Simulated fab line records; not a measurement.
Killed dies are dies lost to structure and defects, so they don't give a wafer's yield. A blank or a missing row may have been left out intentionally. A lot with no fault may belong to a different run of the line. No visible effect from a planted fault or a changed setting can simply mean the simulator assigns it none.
Matching of chambers	flow sky130	cmp-02 running SKY_VIA2_CMP_24: 4 sister chambers
The step polishes, stops on SiO2, t overpolish 20 s, target thk 0 nm. 4 wafers are shown with their chamber, then 9 later ones without.

## WAFERS, EACH WITH ITS CHAMBER
wafer	chamber	motor-current-A (A)
L082.4	2	13.7
L089.1	3	8.9
L089.4	1	10.0
L089.5	0	10.4

## WAFERS WITH NO CHAMBER GIVEN
wafer	motor-current-A (A)
L088.3	9.2
L088.4	10.4
L088.6	9.2
L091.4	8.9
L091.5	10.4
L091.6	14.5
L096.2	10.1
L096.4	14.5
L096.5	13.9

## WHICH CHAMBER EACH WENT THROUGH
wafer	from the rows above	in truth
L088.3	can't be placed: 3 or 1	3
L088.4	can't be placed: 0 or 1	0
L088.6	can't be placed: 3 or 1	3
L091.4	3	3
L091.5	can't be placed: 0 or 1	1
L091.6	2	2
L096.2	can't be placed: 1 or 0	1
L096.4	2	2
L096.5	2	2
Correctly placed: 4 of 9. Unplaceable from these rows: 5, with the true chamber sitting among the candidates in 5. Number placed wrongly: 0.
How it was worked out, from the rows above alone: a wafer's distance from a chamber is the root of the sum, over the readings, of the square of ((its reading less the chamber's mean) divided by the reading's scatter). The wafer belongs to the nearest chamber; if the next one is less than 2 further off, it can't be placed. A chamber's mean is the mean of its shown wafers. The scatter: with one shown wafer a chamber, the root of the mean of the squares of how far each hidden wafer lies from its nearest shown one.
